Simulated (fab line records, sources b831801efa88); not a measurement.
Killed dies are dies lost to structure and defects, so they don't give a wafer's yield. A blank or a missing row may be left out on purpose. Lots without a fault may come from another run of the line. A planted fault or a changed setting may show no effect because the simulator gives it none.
A struck lot beside a sound one | flow sky130 | 22 steps out of a route of 708
Sound: wafers L755.3, L755.5, L755.6. Struck: wafers L770.3, L770.5, L770.6. The cause comes at the end.
At each step with rows: each side's tool, then ch and its chambers, then its first start. Under that, the readings that differ: sound wafers | struck wafers | difference of the means | sigmas: that difference in standard deviations of wafers without a fault.
alike: readings whose means differ by less than 2 such deviations, and words and numbers that are the same on both sides. not compared: withheld readings, readings that some wafer has no value for, bounds like >300 that may hide the same value, and numbers for which the record gives no deviation and whose values overlap.
The two part at a step that has a row with sigmas, a row that says differs or no value, or rows on one side only. Numbers that don't overlap but have no deviation are shown without sigmas and don't part them. A reading that every wafer of one side lacks parts them only if that side has two wafers or more.

first, 5 steps without rows for these wafers: SKY_VT_ADJUST_HVTP_COAT_02 (resist thk 1140 nm); SKY_VT_ADJUST_HVTP_SOFTBAKE_03 (time 60 s); SKY_VT_ADJUST_HVTP_EXPOSE_04 (exposes mask HVTPM, target cd 380 nm); SKY_VT_ADJUST_HVTP_PEB_05; SKY_VT_ADJUST_HVTP_DEVELOP_06 (develop time 60 s).
SKY_VT_ADJUST_HVTP_CD_MEAS_07: target cd 380 nm.
  sound on cd_sem-02, day 5 21:58; struck on cd_sem-01, day 10 19:09
  alike: cd_nm
SKY_VT_ADJUST_HVTP_OVL_MEAS_08:
  sound on overlay-02, day 5 22:03; struck on overlay-01, day 10 19:14
  reading                 | sound          | struck      | difference | sigmas
  VT_ADJUST_HVTP_OVL (nm) | -0.2 -1.6 -0.1 | 1.4 3.0 1.6 | +2.6       | +2
then, 1 step without rows for these wafers: SKY_VT_ADJUST_HVTP_IMPLANT_09.
SKY_VT_ADJUST_HVTP_STRIP_10: strips in O2/N2.
  sound on plasma_asher-01 ch 0,1, day 5 22:16; struck on plasma_asher-03 ch 0,1, day 10 19:27
  alike: drypump_motor_current_A, oes_product_au, strip_time_to_endpoint_s
  not compared: rf_hours_counter_h
SKY_VT_ADJUST_HVTP_TW_MEAS_11:
  sound on film_metro-02, day 5 22:21; struck on film_metro-03, day 10 19:32
  alike: VT_ADJUST_HVTP_TW
then, 2 steps without rows for these wafers: SKY_VT_ADJUST_LVTN_DEHYDRATE_00 (time 60 s); SKY_VT_ADJUST_LVTN_HMDS_01 (prime time 60 s).
SKY_VT_ADJUST_LVTN_COAT_02: resist thk 3000 nm.
  sound on litho_track-01 ch 0, day 6 06:38; struck on litho_track-01 ch 0, day 11 06:38
  reading                                          | sound          | struck         | difference | sigmas
  model.coat_of_VT_ADJUST_LVTN_COAT_02.thk_nm (nm) | 3013 3006 3005 | 2860 2874 2874 | -139       |
then, 3 steps without rows for these wafers: SKY_VT_ADJUST_LVTN_SOFTBAKE_03; SKY_VT_ADJUST_LVTN_EXPOSE_04 (exposes mask NWM COMPLEMENT LESS NATIVE, target cd 840 nm); SKY_VT_ADJUST_LVTN_PEB_05.
SKY_VT_ADJUST_LVTN_DEVELOP_06: develop time 60 s.
  sound on litho_track-03 ch 0; struck on litho_track-01 ch 0
  reading                                          | sound          | struck         | difference | sigmas
  model.coat_of_VT_ADJUST_LVTN_COAT_02.thk_nm (nm) | 3009 3002 3001 | 2855 2869 2870 | -139       |
SKY_VT_ADJUST_LVTN_OVL_MEAS_07:
  sound on overlay-02, day 6 15:34; struck on overlay-02, day 11 19:30
  alike: VT_ADJUST_LVTN_OVL
then, 1 step without rows for these wafers: SKY_VT_ADJUST_LVTN_IMPLANT_08.
SKY_VT_ADJUST_LVTN_STRIP_09: strips in O2/N2.
  sound on plasma_asher-04 ch 0,1, day 6 15:47; struck on plasma_asher-04 ch 0,1, day 11 19:42
  reading                      | sound             | struck            | difference | sigmas
  strip_time_to_endpoint_s (s) | 37.06 36.98 36.97 | 35.30 35.45 35.46 | -1.60      | -15
  alike: drypump_motor_current_A, oes_product_au
  not compared: rf_hours_counter_h
SKY_VT_ADJUST_LVTN_TW_MEAS_10:
  sound on film_metro-02, day 6 15:52; struck on film_metro-04, day 11 19:47
  alike: VT_ADJUST_LVTN_TW
-- the record jumps here: 39 days lie between the struck wafers' starts before and after (it left off in module VT_ADJUST_LVTN and takes up again in module PAD_OPEN, whose first step shown is number 708 of the route) --
SKY_PAD_OPEN_PROBE_99:
  sound on prober-01, day 46 05:43; struck on prober-01, day 50 08:31
  alike: killed_at_M0_to_M3, killed_at_M4_up, killed_at_contacts, killed_at_front_end, killed_at_other, killed_dies, killed_open, killed_short

WHERE THEY PART
First at SKY_VT_ADJUST_HVTP_OVL_MEAS_08; last, within this record, at SKY_VT_ADJUST_LVTN_STRIP_09. Later steps at which nothing parts them and some readings are alike: SKY_VT_ADJUST_LVTN_TW_MEAS_10, SKY_PAD_OPEN_PROBE_99.

WHY: what the simulator had put in
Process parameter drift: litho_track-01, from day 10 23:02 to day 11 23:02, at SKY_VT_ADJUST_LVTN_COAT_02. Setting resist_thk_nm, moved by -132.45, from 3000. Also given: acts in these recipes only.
